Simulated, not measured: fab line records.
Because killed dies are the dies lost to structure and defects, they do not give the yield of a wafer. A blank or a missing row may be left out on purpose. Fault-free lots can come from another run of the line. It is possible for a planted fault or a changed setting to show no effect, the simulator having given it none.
fab line records :: flow sfqLine
record
  lots=6
  wafers=18
  lastDay=87
route steps=325 shown I3@147 M4@148
lots that met no fault: from a run of the same line without faults
startH: hours from the record's opening day to when the first of the lot's shown wafers began :: waitH: how many hours have passed since the lot's step before this one :: " same as the row above :: L1.1+2: a row that stands for several wafers :: - no value present, or no start provided :: * or withheld: withheld :: < > ~ a bound
route shown NAME@n: NAME is a module with steps in the file, n the number in the route of the first one :: usual: mean and standard deviation over wafers with no fault :: same: alike in all rows :: chamber/n: place in a boat :: sites: the reading at each site :: _std_site: how widely they spread, as a standard deviation :: _edge_site: the outer-site mean with the inner-site mean subtracted :: radiusMm: how far each site lies from the wafer's centre :: mask NAME#n: copy n :: behind: the most recent tool/chamber to have shaped the wafer :: hold: cause of the lot's hold/its duration in hours/its outcome :: device: whichever transistor did not switch (one of n, p or np) :: end of line: the tests these same wafers got at the end of their route :: for a step that has no rows: nothing shown but its recipe :: killed: at the first sort, the dies lost to defects and structure; wafer yield is something else :: map: per-die view of a wafer (x killed, . not killed, _ where there is no die)
set.NAME: the setting as run; set.NAME@STEP: as run at that earlier step :: model.NAME: the simulator's own value behind a step, which no gauge read
certain route steps with their lots: each step a table, each wafer a row
services: the hour from which a tool's chamber was out of use, counted from the record's first day as startH (under 0 if before that day), plus the number of hours and why
## steps
# step SFQ_TRILAYER_I3_VIA_STRIP_SOLV_CLEAN_090
# recipe
  chemistry=NMP
  tempC=70
  timeS=600
# step SFQ_TRILAYER_M4_DEP_PRE_CLEAN_092
# recipe
  gas=Ar
  timeS=22.5
  biasV=250
# step SFQ_TRILAYER_M4_DEP_SPUTTER_091
# recipe
  material=Nb
  basePressurePa=1.33e-06
  chamberPressurePa=0.1333
  substrateTempC=20
  resputterCathodeVoltageV=400
  targetThkNm=200
  powerW=2000
  timeS=128.8
# usual
  throttleValvePct=30.3/0.94
lot.wafer: L657.1
tool: pvdSputter-05
chamber: -
startH: 1193.99
waitH: 0.0
throttleValvePct: 29.7

lot.wafer: L657.5
tool: pvdSputter-05
chamber: -
startH: 1193.99
waitH: 0.0
throttleValvePct: 30.9

lot.wafer: L657.6
tool: pvdSputter-05
chamber: -
startH: 1193.99
waitH: 0.0
throttleValvePct: 29.5

lot.wafer: L659.1
tool: pvdSputter-05
chamber: -
startH: 1198.21
waitH: 0.0
throttleValvePct: 30.1

lot.wafer: L659.3
tool: pvdSputter-05
chamber: -
startH: 1198.21
waitH: 0.0
throttleValvePct: 29.7

lot.wafer: L659.6
tool: pvdSputter-05
chamber: -
startH: 1198.21
waitH: 0.0
throttleValvePct: 30.0

lot.wafer: L660.1
tool: pvdSputter-05
chamber: -
startH: 1204.23
waitH: 0.0
throttleValvePct: 30.0

lot.wafer: L660.2
tool: pvdSputter-05
chamber: -
startH: 1204.23
waitH: 0.0
throttleValvePct: 31.1

lot.wafer: L660.5
tool: pvdSputter-05
chamber: -
startH: 1204.23
waitH: 0.0
throttleValvePct: 30.2

lot.wafer: L663.2
tool: pvdSputter-05
chamber: -
startH: 1218.23
waitH: 0.0
throttleValvePct: 30.7

lot.wafer: L663.5
tool: pvdSputter-05
chamber: -
startH: 1218.23
waitH: 0.0
throttleValvePct: 30.1

lot.wafer: L663.6
tool: pvdSputter-05
chamber: -
startH: 1218.23
waitH: 0.0
throttleValvePct: 30.0

lot.wafer: L664.1
tool: pvdSputter-04
chamber: -
startH: 1224.31
waitH: 0.0
throttleValvePct: 29.5

lot.wafer: L664.3
tool: pvdSputter-04
chamber: -
startH: 1224.31
waitH: 0.0
throttleValvePct: 28.5

lot.wafer: L664.5
tool: pvdSputter-04
chamber: -
startH: 1224.31
waitH: 0.0
throttleValvePct: 32.3

lot.wafer: L666.3
tool: pvdSputter-05
chamber: -
startH: 1241.59
waitH: 0.0
throttleValvePct: 30.5

lot.wafer: L666.4
tool: pvdSputter-05
chamber: -
startH: 1241.59
waitH: 0.0
throttleValvePct: 31.1

lot.wafer: L666.5
tool: pvdSputter-05
chamber: -
startH: 1241.59
waitH: 0.0
throttleValvePct: 30.0
# step SFQ_M4_RS_MEAS_924
# recipe
  thkMeasGauge=four-point-probe
  reads=Nb_of_TRILAYER_M4_DEP_SPUTTER_091
# usual
  M4_NB_RS=0.923/0.012
lot.wafer: L657.1
tool: filmMetro-03
chamber: -
startH: 1194.08
waitH: 0.0
M4_NB_RS[ohm/sq]: 0.947

lot.wafer: L657.5
tool: filmMetro-03
chamber: -
startH: 1194.08
waitH: 0.0
M4_NB_RS[ohm/sq]: 0.941

lot.wafer: L657.6
tool: filmMetro-03
chamber: -
startH: 1194.08
waitH: 0.0
M4_NB_RS[ohm/sq]: 0.945

lot.wafer: L659.1
tool: filmMetro-04
chamber: -
startH: 1198.30
waitH: 0.0
M4_NB_RS[ohm/sq]: 0.899

lot.wafer: L659.3
tool: filmMetro-04
chamber: -
startH: 1198.30
waitH: 0.0
M4_NB_RS[ohm/sq]: 0.922

lot.wafer: L659.6
tool: filmMetro-04
chamber: -
startH: 1198.30
waitH: 0.0
M4_NB_RS[ohm/sq]: 0.902

lot.wafer: L660.1
tool: filmMetro-02
chamber: -
startH: 1204.32
waitH: 0.0
M4_NB_RS[ohm/sq]: 0.915

lot.wafer: L660.2
tool: filmMetro-02
chamber: -
startH: 1204.32
waitH: 0.0
M4_NB_RS[ohm/sq]: 0.915

lot.wafer: L660.5
tool: filmMetro-02
chamber: -
startH: 1204.32
waitH: 0.0
M4_NB_RS[ohm/sq]: 0.914

lot.wafer: L663.2
tool: filmMetro-02
chamber: -
startH: 1218.34
waitH: 0.1
M4_NB_RS[ohm/sq]: 0.916

lot.wafer: L663.5
tool: filmMetro-02
chamber: -
startH: 1218.34
waitH: 0.1
M4_NB_RS[ohm/sq]: 0.918

lot.wafer: L663.6
tool: filmMetro-02
chamber: -
startH: 1218.34
waitH: 0.1
M4_NB_RS[ohm/sq]: 0.917

lot.wafer: L664.1
tool: filmMetro-02
chamber: -
startH: 1224.40
waitH: 0.0
M4_NB_RS[ohm/sq]: 0.943

lot.wafer: L664.3
tool: filmMetro-02
chamber: -
startH: 1224.40
waitH: 0.0
M4_NB_RS[ohm/sq]: 0.930

lot.wafer: L664.5
tool: filmMetro-02
chamber: -
startH: 1224.40
waitH: 0.0
M4_NB_RS[ohm/sq]: 0.939

lot.wafer: L666.3
tool: filmMetro-03
chamber: -
startH: 1241.72
waitH: 0.1
M4_NB_RS[ohm/sq]: 0.924

lot.wafer: L666.4
tool: filmMetro-03
chamber: -
startH: 1241.72
waitH: 0.1
M4_NB_RS[ohm/sq]: 0.930

lot.wafer: L666.5
tool: filmMetro-03
chamber: -
startH: 1241.72
waitH: 0.1
M4_NB_RS[ohm/sq]: 0.918
# step SFQ_TRILAYER_M4_LITHO_COAT_098
# recipe
  resist=BARC
  spinRpm=3000
  resistThkNm=62
# step SFQ_TRILAYER_M4_LITHO_COAT_093
# recipe
  resist=KrF
  spinRpm=3000
  resistThkNm=600
# step SFQ_TRILAYER_M4_LITHO_SOFTBAKE_097
# recipe
  tempC=withheld
  timeS=withheld
  resist=KrF
# step SFQ_TRILAYER_M4_LITHO_EXPOSE_094
# recipe
  maskId=M4
  na=0.6
  sourceShape=conventional
  sigmaOuter=0.65
  targetCdNm=500
  doseMj=14.4
# step SFQ_TRILAYER_M4_LITHO_PEB_096
# recipe
  pebTempC=115
  pebTimeS=60
  resist=KrF
# step SFQ_TRILAYER_M4_LITHO_DEVELOP_095
# recipe
  timeS=60
  resist=KrF
# step SFQ_M4_OVL_MEAS_926
# usual
  M4_OVL=2/5.2
lot.wafer: L657.1
tool: overlay-01
chamber: -
startH: 1303.52
waitH: 0.1
M4_OVL[nm]: 1

lot.wafer: L657.5
tool: overlay-01
chamber: -
startH: 1303.52
waitH: 0.1
M4_OVL[nm]: 2

lot.wafer: L657.6
tool: overlay-01
chamber: -
startH: 1303.52
waitH: 0.1
M4_OVL[nm]: 1

lot.wafer: L659.1
tool: overlay-01
chamber: -
startH: 1308.32
waitH: 0.1
M4_OVL[nm]: 6

lot.wafer: L659.3
tool: overlay-01
chamber: -
startH: 1308.32
waitH: 0.1
M4_OVL[nm]: 8

lot.wafer: L659.6
tool: overlay-01
chamber: -
startH: 1308.32
waitH: 0.1
M4_OVL[nm]: -1

lot.wafer: L660.1
tool: overlay-01
chamber: -
startH: 1314.32
waitH: 0.1
M4_OVL[nm]: 1

lot.wafer: L660.2
tool: overlay-01
chamber: -
startH: 1314.32
waitH: 0.1
M4_OVL[nm]: -5

lot.wafer: L660.5
tool: overlay-01
chamber: -
startH: 1314.32
waitH: 0.1
M4_OVL[nm]: -2

lot.wafer: L663.2
tool: overlay-02
chamber: -
startH: 1329.93
waitH: 0.1
M4_OVL[nm]: 2

lot.wafer: L663.5
tool: overlay-02
chamber: -
startH: 1329.93
waitH: 0.1
M4_OVL[nm]: 5

lot.wafer: L663.6
tool: overlay-02
chamber: -
startH: 1329.93
waitH: 0.1
M4_OVL[nm]: 1

lot.wafer: L664.1
tool: overlay-01
chamber: -
startH: 1334.72
waitH: 0.1
M4_OVL[nm]: 1

lot.wafer: L664.3
tool: overlay-01
chamber: -
startH: 1334.72
waitH: 0.1
M4_OVL[nm]: 5

lot.wafer: L664.5
tool: overlay-01
chamber: -
startH: 1334.72
waitH: 0.1
M4_OVL[nm]: 8

lot.wafer: L666.3
tool: overlay-01
chamber: -
startH: 1357.66
waitH: 0.1
M4_OVL[nm]: -5

lot.wafer: L666.4
tool: overlay-01
chamber: -
startH: 1357.66
waitH: 0.1
M4_OVL[nm]: -3

lot.wafer: L666.5
tool: overlay-01
chamber: -
startH: 1357.66
waitH: 0.1
M4_OVL[nm]: -7
# step SFQ_TRILAYER_M4_BARC_OPEN_METAL_ETCH_123
# recipe
  maskMaterial=PR
  chemistry=O2
  targetDepthNm=125
  target=BARC
  icpW=600
  biasW=80
  pressureMtorr=10
  timeS=41.7
# usual
  drypumpMotorCurrentA=5.7/0.39
  oesProductAu=0.685/0.0047
  runLengthS=70.3/1.1
lot.wafer: L657.1
tool: rieMetal-01
chamber: 0
startH: 1303.56
waitH: 0.0
drypumpMotorCurrentA: 6.1
oesProductAu: 0.691
rfHoursCounterH: 11
runLengthS: 70.2
model.KrF_of_TRILAYER_M4_LITHO_COAT_093.thkNm: 523.5

lot.wafer: L657.5
tool: rieMetal-01
chamber: 0
startH: 1303.56
waitH: 0.0
drypumpMotorCurrentA: 6.1
oesProductAu: 0.683
rfHoursCounterH: -
runLengthS: 69.9
model.KrF_of_TRILAYER_M4_LITHO_COAT_093.thkNm: 524.8

lot.wafer: L657.6
tool: rieMetal-01
chamber: 1
startH: 1303.56
waitH: 0.0
drypumpMotorCurrentA: 6.0
oesProductAu: 0.683
rfHoursCounterH: -
runLengthS: 69.8
model.KrF_of_TRILAYER_M4_LITHO_COAT_093.thkNm: 524.5

lot.wafer: L659.1
tool: rieMetal-01
chamber: 0
startH: 1308.36
waitH: 0.0
drypumpMotorCurrentA: 6.1
oesProductAu: 0.683
rfHoursCounterH: 12
runLengthS: 70.2
model.KrF_of_TRILAYER_M4_LITHO_COAT_093.thkNm: 520.9

lot.wafer: L659.3
tool: rieMetal-01
chamber: 1
startH: 1308.36
waitH: 0.0
drypumpMotorCurrentA: 6.0
oesProductAu: 0.755
rfHoursCounterH: -
runLengthS: 64.4
model.KrF_of_TRILAYER_M4_LITHO_COAT_093.thkNm: 527.3

lot.wafer: L659.6
tool: rieMetal-01
chamber: 0
startH: 1308.36
waitH: 0.0
drypumpMotorCurrentA: 6.1
oesProductAu: 0.681
rfHoursCounterH: -
runLengthS: 69.9
model.KrF_of_TRILAYER_M4_LITHO_COAT_093.thkNm: 517.8

lot.wafer: L660.1
tool: rieMetal-01
chamber: 0
startH: 1314.36
waitH: 0.0
drypumpMotorCurrentA: 6.1
oesProductAu: 0.679
rfHoursCounterH: 12
runLengthS: 73.4
model.KrF_of_TRILAYER_M4_LITHO_COAT_093.thkNm: 524.3

lot.wafer: L660.2
tool: rieMetal-01
chamber: 1
startH: 1314.36
waitH: 0.0
drypumpMotorCurrentA: 6.0
oesProductAu: 0.758
rfHoursCounterH: 74
runLengthS: 67.1
model.KrF_of_TRILAYER_M4_LITHO_COAT_093.thkNm: 531.6

lot.wafer: L660.5
tool: rieMetal-01
chamber: 0
startH: 1314.36
waitH: 0.0
drypumpMotorCurrentA: 6.1
oesProductAu: 0.681
rfHoursCounterH: -
runLengthS: 72.8
model.KrF_of_TRILAYER_M4_LITHO_COAT_093.thkNm: 523.7

lot.wafer: L663.2
tool: rieMetal-04
chamber: 0
startH: 1329.96
waitH: 0.0
drypumpMotorCurrentA: 5.8
oesProductAu: 0.690
rfHoursCounterH: 43
runLengthS: 69.7
model.KrF_of_TRILAYER_M4_LITHO_COAT_093.thkNm: 524.2

lot.wafer: L663.5
tool: rieMetal-04
chamber: 1
startH: 1329.96
waitH: 0.0
drypumpMotorCurrentA: 6.0
oesProductAu: 0.683
rfHoursCounterH: -
runLengthS: 69.7
model.KrF_of_TRILAYER_M4_LITHO_COAT_093.thkNm: 523.1

lot.wafer: L663.6
tool: rieMetal-04
chamber: 0
startH: 1329.96
waitH: 0.0
drypumpMotorCurrentA: 5.8
oesProductAu: 0.688
rfHoursCounterH: -
runLengthS: 69.8
model.KrF_of_TRILAYER_M4_LITHO_COAT_093.thkNm: 522

lot.wafer: L664.1
tool: rieMetal-02
chamber: 1
startH: 1334.76
waitH: 0.0
drypumpMotorCurrentA: 5.4
oesProductAu: 0.694
rfHoursCounterH: 119
runLengthS: 70.8
model.KrF_of_TRILAYER_M4_LITHO_COAT_093.thkNm: 521.7

lot.wafer: L664.3
tool: rieMetal-02
chamber: 1
startH: 1334.76
waitH: 0.0
drypumpMotorCurrentA: 5.4
oesProductAu: 0.690
rfHoursCounterH: -
runLengthS: 70.5
model.KrF_of_TRILAYER_M4_LITHO_COAT_093.thkNm: 521.7

lot.wafer: L664.5
tool: rieMetal-02
chamber: 1
startH: 1334.76
waitH: 0.0
drypumpMotorCurrentA: 5.4
oesProductAu: 0.679
rfHoursCounterH: -
runLengthS: 70.9
model.KrF_of_TRILAYER_M4_LITHO_COAT_093.thkNm: 522.6

lot.wafer: L666.3
tool: rieMetal-04
chamber: 0
startH: 1357.70
waitH: 0.0
drypumpMotorCurrentA: 5.8
oesProductAu: 0.691
rfHoursCounterH: -
runLengthS: 70.0
model.KrF_of_TRILAYER_M4_LITHO_COAT_093.thkNm: 521.2

lot.wafer: L666.4
tool: rieMetal-04
chamber: 1
startH: 1357.70
waitH: 0.0
drypumpMotorCurrentA: 6.0
oesProductAu: 0.684
rfHoursCounterH: -
runLengthS: 70.5
model.KrF_of_TRILAYER_M4_LITHO_COAT_093.thkNm: 522.4

lot.wafer: L666.5
tool: rieMetal-04
chamber: 1
startH: 1357.70
waitH: 0.0
drypumpMotorCurrentA: 6.0
oesProductAu: 0.681
rfHoursCounterH: -
runLengthS: 69.8
model.KrF_of_TRILAYER_M4_LITHO_COAT_093.thkNm: 523.6
# step SFQ_TRILAYER_M4_ETCH_METAL_ETCH_096
# recipe
  target=Nb
  stopOn=SiO2
  maskMaterial=PR
  chemistry=Cl2/Ar
  targetDepthNm=240
  icpW=600
  biasW=80
  pressureMtorr=10
  timeS=120
# usual
  drypumpMotorCurrentA=5.7/0.39
  oesProductAu=0.876/0.008
  runLengthS=148.6/1.1
lot.wafer: L657.1
tool: rieMetal-01
chamber: 0
startH: 1303.62
waitH: 0.0
drypumpMotorCurrentA: 6.1
oesProductAu: 0.867
rfHoursCounterH: 11
runLengthS: 148.5
model.KrF_of_TRILAYER_M4_LITHO_COAT_093.thkNm: 384.2

lot.wafer: L657.5
tool: rieMetal-01
chamber: 0
startH: 1303.62
waitH: 0.0
drypumpMotorCurrentA: 6.1
oesProductAu: 0.862
rfHoursCounterH: -
runLengthS: 148.1
model.KrF_of_TRILAYER_M4_LITHO_COAT_093.thkNm: 385.1

lot.wafer: L657.6
tool: rieMetal-01
chamber: 1
startH: 1303.62
waitH: 0.0
drypumpMotorCurrentA: 6.0
oesProductAu: 0.864
rfHoursCounterH: -
runLengthS: 148.3
model.KrF_of_TRILAYER_M4_LITHO_COAT_093.thkNm: 382.9

lot.wafer: L659.1
tool: rieMetal-01
chamber: 0
startH: 1308.42
waitH: 0.0
drypumpMotorCurrentA: 6.1
oesProductAu: 0.892
rfHoursCounterH: 12
runLengthS: 148.7
model.KrF_of_TRILAYER_M4_LITHO_COAT_093.thkNm: 379.7

lot.wafer: L659.3
tool: rieMetal-01
chamber: 1
startH: 1308.42
waitH: 0.0
drypumpMotorCurrentA: 6.0
oesProductAu: 0.876
rfHoursCounterH: -
runLengthS: 148.0
model.KrF_of_TRILAYER_M4_LITHO_COAT_093.thkNm: 385.7

lot.wafer: L659.6
tool: rieMetal-01
chamber: 0
startH: 1308.42
waitH: 0.0
drypumpMotorCurrentA: 6.2
oesProductAu: 0.886
rfHoursCounterH: -
runLengthS: 148.2
model.KrF_of_TRILAYER_M4_LITHO_COAT_093.thkNm: 377.1

lot.wafer: L660.1
tool: rieMetal-01
chamber: 0
startH: 1314.44
waitH: 0.1
drypumpMotorCurrentA: 6.1
oesProductAu: 0.880
rfHoursCounterH: 12
runLengthS: 151.2
model.KrF_of_TRILAYER_M4_LITHO_COAT_093.thkNm: 383.8

lot.wafer: L660.2
tool: rieMetal-01
chamber: 1
startH: 1314.44
waitH: 0.1
drypumpMotorCurrentA: 6.0
oesProductAu: 0.884
rfHoursCounterH: 74
runLengthS: 151.0
model.KrF_of_TRILAYER_M4_LITHO_COAT_093.thkNm: 388.7

lot.wafer: L660.5
tool: rieMetal-01
chamber: 0
startH: 1314.44
waitH: 0.1
drypumpMotorCurrentA: 6.1
oesProductAu: 0.877
rfHoursCounterH: -
runLengthS: 151.5
model.KrF_of_TRILAYER_M4_LITHO_COAT_093.thkNm: 383

lot.wafer: L663.2
tool: rieMetal-04
chamber: 0
startH: 1330.02
waitH: 0.0
drypumpMotorCurrentA: 5.8
oesProductAu: 0.881
rfHoursCounterH: 43
runLengthS: 148.1
model.KrF_of_TRILAYER_M4_LITHO_COAT_093.thkNm: 378.7

lot.wafer: L663.5
tool: rieMetal-04
chamber: 1
startH: 1330.02
waitH: 0.0
drypumpMotorCurrentA: 6.0
oesProductAu: 0.880
rfHoursCounterH: -
runLengthS: 147.9
model.KrF_of_TRILAYER_M4_LITHO_COAT_093.thkNm: 379.2

lot.wafer: L663.6
tool: rieMetal-04
chamber: 0
startH: 1330.02
waitH: 0.0
drypumpMotorCurrentA: 5.8
oesProductAu: 0.883
rfHoursCounterH: -
runLengthS: 148.1
model.KrF_of_TRILAYER_M4_LITHO_COAT_093.thkNm: 377.2

lot.wafer: L664.1
tool: rieMetal-02
chamber: 1
startH: 1334.82
waitH: 0.0
drypumpMotorCurrentA: 5.4
oesProductAu: 0.869
rfHoursCounterH: 119
runLengthS: 148.7
model.KrF_of_TRILAYER_M4_LITHO_COAT_093.thkNm: 382.2

lot.wafer: L664.3
tool: rieMetal-02
chamber: 1
startH: 1334.82
waitH: 0.0
drypumpMotorCurrentA: 5.4
oesProductAu: 0.876
rfHoursCounterH: -
runLengthS: 148.4
model.KrF_of_TRILAYER_M4_LITHO_COAT_093.thkNm: 380.9

lot.wafer: L664.5
tool: rieMetal-02
chamber: 1
startH: 1334.82
waitH: 0.0
drypumpMotorCurrentA: 5.4
oesProductAu: 0.862
rfHoursCounterH: -
runLengthS: 148.6
model.KrF_of_TRILAYER_M4_LITHO_COAT_093.thkNm: 383.2

lot.wafer: L666.3
tool: rieMetal-04
chamber: 0
startH: 1357.78
waitH: 0.1
drypumpMotorCurrentA: 5.8
oesProductAu: 0.872
rfHoursCounterH: -
runLengthS: 148.0
model.KrF_of_TRILAYER_M4_LITHO_COAT_093.thkNm: 376.6

lot.wafer: L666.4
tool: rieMetal-04
chamber: 1
startH: 1357.78
waitH: 0.1
drypumpMotorCurrentA: 6.0
oesProductAu: 0.878
rfHoursCounterH: -
runLengthS: 148.4
model.KrF_of_TRILAYER_M4_LITHO_COAT_093.thkNm: 380.4

lot.wafer: L666.5
tool: rieMetal-04
chamber: 1
startH: 1357.78
waitH: 0.1
drypumpMotorCurrentA: 6.0
oesProductAu: 0.880
rfHoursCounterH: -
runLengthS: 147.9
model.KrF_of_TRILAYER_M4_LITHO_COAT_093.thkNm: 379.9
# step SFQ_TRILAYER_M4_STRIP_STRIP_097
# recipe
  gas=O2
  powerW=200
  platenTempC=40
  overashFraction=0.65
  chemistry=O2
  pressureMtorr=50
# usual
  drypumpMotorCurrentA=5.7/0.39
  oesProductAu=1.002/0.011
  platenTempC=40.00/0.11
lot.wafer: L657.1
tool: rieMetal-01
chamber: 0
startH: 1303.74
waitH: 0.1
drypumpMotorCurrentA: 6.1
oesProductAu: 0.979
platenTempC: 39.99
rfHoursCounterH: 11

lot.wafer: L657.5
tool: rieMetal-01
chamber: 0
startH: 1303.74
waitH: 0.1
drypumpMotorCurrentA: 6.1
oesProductAu: 0.989
platenTempC: 40.02
rfHoursCounterH: -

lot.wafer: L657.6
tool: rieMetal-01
chamber: 1
startH: 1303.74
waitH: 0.1
drypumpMotorCurrentA: 6.0
oesProductAu: 1.000
platenTempC: 40.25
rfHoursCounterH: -

lot.wafer: L659.1
tool: rieMetal-01
chamber: 0
startH: 1308.54
waitH: 0.1
drypumpMotorCurrentA: 6.1
oesProductAu: 0.996
platenTempC: 39.99
rfHoursCounterH: 12

lot.wafer: L659.3
tool: rieMetal-01
chamber: 1
startH: 1308.54
waitH: 0.1
drypumpMotorCurrentA: 6.0
oesProductAu: 1.019
platenTempC: 39.85
rfHoursCounterH: -

lot.wafer: L659.6
tool: rieMetal-01
chamber: 0
startH: 1308.54
waitH: 0.1
drypumpMotorCurrentA: 6.1
oesProductAu: 1.004
platenTempC: 40.04
rfHoursCounterH: -

lot.wafer: L660.1
tool: rieMetal-01
chamber: 0
startH: 1314.60
waitH: 0.1
drypumpMotorCurrentA: 6.1
oesProductAu: 1.008
platenTempC: 40.22
rfHoursCounterH: 13

lot.wafer: L660.2
tool: rieMetal-01
chamber: 1
startH: 1314.60
waitH: 0.1
drypumpMotorCurrentA: 6.0
oesProductAu: 1.018
platenTempC: 39.79
rfHoursCounterH: 74

lot.wafer: L660.5
tool: rieMetal-01
chamber: 0
startH: 1314.60
waitH: 0.1
drypumpMotorCurrentA: 6.1
oesProductAu: 1.002
platenTempC: 39.99
rfHoursCounterH: -

lot.wafer: L663.2
tool: rieMetal-04
chamber: 0
startH: 1330.14
waitH: 0.1
drypumpMotorCurrentA: 5.8
oesProductAu: 1.016
platenTempC: 39.94
rfHoursCounterH: 43

lot.wafer: L663.5
tool: rieMetal-04
chamber: 1
startH: 1330.14
waitH: 0.1
drypumpMotorCurrentA: 6.0
oesProductAu: 1.010
platenTempC: 39.99
rfHoursCounterH: -

lot.wafer: L663.6
tool: rieMetal-04
chamber: 0
startH: 1330.14
waitH: 0.1
drypumpMotorCurrentA: 5.8
oesProductAu: 1.007
platenTempC: 39.97
rfHoursCounterH: -

lot.wafer: L664.1
tool: rieMetal-02
chamber: 1
startH: 1334.94
waitH: 0.1
drypumpMotorCurrentA: 5.4
oesProductAu: 0.993
platenTempC: 40.05
rfHoursCounterH: 119

lot.wafer: L664.3
tool: rieMetal-02
chamber: 1
startH: 1334.94
waitH: 0.1
drypumpMotorCurrentA: 5.4
oesProductAu: 0.990
platenTempC: 40.04
rfHoursCounterH: -

lot.wafer: L664.5
tool: rieMetal-02
chamber: 1
startH: 1334.94
waitH: 0.1
drypumpMotorCurrentA: 5.4
oesProductAu: 0.994
platenTempC: 39.93
rfHoursCounterH: -

lot.wafer: L666.3
tool: rieMetal-04
chamber: 0
startH: 1358.07
waitH: 0.2
drypumpMotorCurrentA: 5.8
oesProductAu: 1.023
platenTempC: 40.09
rfHoursCounterH: -

lot.wafer: L666.4
tool: rieMetal-04
chamber: 1
startH: 1358.07
waitH: 0.2
drypumpMotorCurrentA: 6.0
oesProductAu: 1.021
platenTempC: 39.99
rfHoursCounterH: -

lot.wafer: L666.5
tool: rieMetal-04
chamber: 1
startH: 1358.07
waitH: 0.2
drypumpMotorCurrentA: 6.0
oesProductAu: 1.023
platenTempC: 40.00
rfHoursCounterH: -
## services
tool: rieMetal-01
chamber: 0
startH: 1187.49
hours: -
kind: clean

tool: rieMetal-01
chamber: 0
startH: 1187.49
hours: -
kind: consumableReplace:focusRing

tool: rieMetal-01
chamber: 0
startH: 1187.49
hours: 28.6
kind: scheduledDown

tool: rieMetal-01
chamber: 0
startH: 1187.49
hours: 28.6
kind: ventCycle

tool: pvdSputter-05
chamber: 3
startH: 1188.28
hours: -
kind: consumableReplace:kit

tool: pvdSputter-05
chamber: 3
startH: 1188.28
hours: 18.0
kind: scheduledDown

tool: pvdSputter-05
chamber: 3
startH: 1188.28
hours: 18.0
kind: ventCycle

tool: rieMetal-01
chamber: -
startH: 1204.07
hours: 2.8
kind: pm

tool: rieMetal-02
chamber: -
startH: 1218.57
hours: 14.6
kind: pm

tool: rieMetal-01
chamber: -
startH: 1234.22
hours: 14.6
kind: pm

tool: pvdSputter-04
chamber: 0
startH: 1271.97
hours: -
kind: consumableReplace:kit

tool: pvdSputter-04
chamber: 0
startH: 1271.97
hours: 18.0
kind: scheduledDown

tool: pvdSputter-04
chamber: 0
startH: 1271.97
hours: 18.0
kind: ventCycle

tool: rieMetal-01
chamber: 1
startH: 1317.25
hours: 1.6
kind: repair

tool: rieMetal-02
chamber: -
startH: 1325.38
hours: 2.8
kind: pm

tool: rieMetal-04
chamber: -
startH: 1340.67
hours: 2.8
kind: pm

tool: pvdSputter-05
chamber: -
startH: 1351.05
hours: 4.6
kind: repair

tool: rieMetal-02
chamber: 0
startH: 1354.74
hours: -
kind: clean

tool: rieMetal-02
chamber: 0
startH: 1354.74
hours: -
kind: consumableReplace:focusRing

tool: rieMetal-02
chamber: 0
startH: 1354.74
hours: 19.0
kind: scheduledDown

tool: rieMetal-02
chamber: 0
startH: 1354.74
hours: 19.0
kind: ventCycle
## key
firstSign
  step=SFQ_TRILAYER_M4_BARC_OPEN_METAL_ETCH_123
  reading=oesProductAu
  direction=up
  sigmas=15
  usual=0.685
  struck=0.756
effect
  step=SFQ_TRILAYER_M4_BARC_OPEN_METAL_ETCH_123
  reading=runLengthS
  direction=down
  sigmas=4.2
  usual=*
  struck=*
modelEffect
  step=SFQ_TRILAYER_M4_BARC_OPEN_METAL_ETCH_123
  value=KrF_of_TRILAYER_M4_LITHO_COAT_093.thkNm
  without=522.5
  struck=529.4
modelEffect
  step=SFQ_TRILAYER_M4_ETCH_METAL_ETCH_096
  value=KrF_of_TRILAYER_M4_LITHO_COAT_093.thkNm
  without=380.2
  struck=387.2
metAt SFQ_TRILAYER_M4_BARC_OPEN_METAL_ETCH_123
struckWafers L659.3,L660.2
onsetBetween 1303.56 1308.36
fault
  kind=processParameterDrift
  tool=rieMetal-01
  chamber=1
  onsetH=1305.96
  steps=SFQ_TRILAYER_M4_BARC_OPEN_METAL_ETCH_123
  channel=timeS
  offset=*
  shape=step
  endH=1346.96
  actsIn=*
  stated=*
